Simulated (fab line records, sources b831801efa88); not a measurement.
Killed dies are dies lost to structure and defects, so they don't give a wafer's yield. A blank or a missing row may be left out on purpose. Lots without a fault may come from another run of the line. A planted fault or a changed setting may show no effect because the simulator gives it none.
Chamber matching | flow gf180mcu | GF_V1_CMP_26 on cmp-01: 4 sister chambers
The step polishes, stops on SiO2, t overpolish 15 s, target thk 0 nm. 8 wafers are shown with their chamber, then 10 later ones without.

WAFERS WITH THEIR CHAMBER
wafer  | chamber | motor_current_A (A) | time_to_endpoint_s (s)
L808.3 | 0       | 11.3                | 83
L819.1 | 0       | 10.7                | 84
L819.3 | 3       | 10.6                | 85
L825.4 | 1       | 13.0                | 79
L825.5 | 2       | 9.6                 | 81
L825.6 | 3       | 10.8                | 88
L826.1 | 1       | 12.1                | 77
L826.2 | 2       | 9.5                 | 81

WAFERS WITHOUT THEIR CHAMBER
wafer  | motor_current_A (A) | time_to_endpoint_s (s)
L826.6 | 10.0                | 81
L827.1 | 12.9                | 82
L827.2 | 10.0                | 82
L827.4 | 10.3                | 87
L828.1 | 9.3                 | 78
L828.3 | 13.1                | 82
L828.5 | 9.5                 | 81
L829.2 | 12.4                | 82
L829.3 | 10.7                | 86
L829.6 | 10.0                | 87

WHICH CHAMBER EACH WENT THROUGH
wafer  | from the rows above     | in truth
L826.6 | 2                       | 2
L827.1 | can't be placed: 1 or 0 | 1
L827.2 | can't be placed: 2 or 0 | 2
L827.4 | 3                       | 3
L828.1 | 2                       | 2
L828.3 | 1                       | 1
L828.5 | 2                       | 2
L829.2 | can't be placed: 1 or 0 | 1
L829.3 | can't be placed: 3 or 0 | 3
L829.6 | can't be placed: 3 or 0 | 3
Placed correctly: 5 of 10. Can't be placed from these rows: 5 (the true chamber is among the candidates in 5). Placed wrongly: 0.
How it was worked out, from the rows above alone: a wafer's distance from a chamber is the root of the sum, over the readings, of the square of ((its reading less the chamber's mean) divided by the reading's scatter). The wafer belongs to the nearest chamber; if the next one is less than 2 further off, it can't be placed. A chamber's mean is the mean of its shown wafers. The scatter: the root of (the sum of the squares of (reading less its chamber's mean) over the shown wafers, divided by (wafers less chambers)).
